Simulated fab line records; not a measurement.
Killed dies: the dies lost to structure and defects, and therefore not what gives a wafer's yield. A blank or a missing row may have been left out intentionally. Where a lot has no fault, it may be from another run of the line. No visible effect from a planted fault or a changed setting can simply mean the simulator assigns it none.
Commonality check across tools | flow sky130 | 12 lots and 36 wafers in the sample

## THE REASON FOR OPENING IT
At SKY_GATE_OXIDE_TW_MEAS_14 the reading GATE_OXIDE_TW is flagged on 2 of 12 lots. Wafers without a fault read 226.0, standard deviation 2.
Rule: flag the lot when none of its wafers has a number, or when each of its wafers that has one lies beyond 4 standard deviations from that mean. All remaining lots are regarded as sound.

lot  | measured     | on            | GATE_OXIDE_TW, wafer by wafer | flag
L783 | day 13 20:19 | film_metro-01 | 224.1 225.3 223.7             |
L784 | day 13 20:35 | film_metro-03 | 223.6 223.2 222.2             |
L785 | day 14 13:14 | film_metro-01 | 224.9 226.7 225.4             |
L787 | day 15 15:25 | film_metro-01 | 224.2 226.5 226.9             |
L788 | day 15 15:32 | film_metro-04 | 228.2 227.9 228.3             |
L789 | day 15 16:53 | film_metro-01 | 226.6 226.7 226.3             |
L790 | day 16 11:18 | film_metro-03 | 200.9 200.6 201.4             | FLAGGED
L791 | day 17 03:50 | film_metro-04 | 205.9 208.2 206.8             | FLAGGED
L801 | day 20 13:38 | film_metro-01 | 226.4 227.3 225.0             |
L804 | day 21 16:51 | film_metro-01 | 226.7 228.2 225.8             |
L805 | day 21 17:10 | film_metro-03 | 222.9 222.9 223.7             |
L806 | day 22 03:02 | film_metro-01 | 226.1 226.8 226.4             |
The mean of the flagged lots' numbers is 204.0, -22.0 from the usual (-11 standard deviations).

## WHICH TOOL EACH LOT WENT THROUGH
The record keeps 1 process step preceding the reading, out of 708 steps on the route. Each cell gives the tool, then ch followed by the chambers the sampled wafers passed through, then the start.
lot  | flag    | SKY_GATE_OXIDE_IMPLANT_11
L783 |         | implanter-03 ch 0, day 13 19:59
L784 |         | implanter-02 ch 0, day 13 20:13
L785 |         | implanter-04 ch 0, day 14 12:52
L787 |         | implanter-03 ch 0, day 15 15:04
L788 |         | implanter-04 ch 0, day 15 15:05
L789 |         | implanter-02 ch 0, day 15 16:32
L790 | FLAGGED | implanter-03 ch 0, day 16 10:56
L791 | FLAGGED | implanter-03 ch 0, day 17 03:31
L801 |         | implanter-02 ch 0, day 20 13:19
L804 |         | implanter-03 ch 0, day 21 16:30
L805 |         | implanter-04 ch 0, day 21 16:49
L806 |         | implanter-03 ch 0, day 22 02:41
What these steps do:
- SKY_GATE_OXIDE_IMPLANT_11
- SKY_GATE_OXIDE_TW_MEAS_14

## FLAGGED AGAINST TOTAL, ONE TOOL AT A TIME (gauges that did the reading follow at the end)
step                      | tool          | lots run | flagged | share of the flagged lots | sound lots run after its first flagged lot
SKY_GATE_OXIDE_IMPLANT_11 | implanter-02  | 3        | 0       | none                      | -
SKY_GATE_OXIDE_IMPLANT_11 | implanter-03  | 6        | 2       | all                       | 2 (L804,L806)
SKY_GATE_OXIDE_IMPLANT_11 | implanter-04  | 3        | 0       | none                      | -
SKY_GATE_OXIDE_TW_MEAS_14 | film_metro-01 | 7        | 0       | none                      | -
SKY_GATE_OXIDE_TW_MEAS_14 | film_metro-03 | 3        | 1       | some                      | 1 (L805)
SKY_GATE_OXIDE_TW_MEAS_14 | film_metro-04 | 2        | 1       | some                      | 0

## WHAT THE TABLE ALLOWS
In the table, 1 row covers all flagged lots: implanter-03 at SKY_GATE_OXIDE_IMPLANT_11.
- implanter-03 at SKY_GATE_OXIDE_IMPLANT_11 ran 6 lots, 2 of them flagged. Sound lots ran on it after the first flagged one (L804, L806), which a lasting fault on the whole tool wouldn't allow. Its own readings (dose_ions_cm2, faraday_current_uA) fall more than 4 standard deviations out on all wafers of the flagged lots.
None of the table's rows ran every flagged lot and, after the first, no sound lot.

## WHAT THE SIMULATOR HAD PUT IN
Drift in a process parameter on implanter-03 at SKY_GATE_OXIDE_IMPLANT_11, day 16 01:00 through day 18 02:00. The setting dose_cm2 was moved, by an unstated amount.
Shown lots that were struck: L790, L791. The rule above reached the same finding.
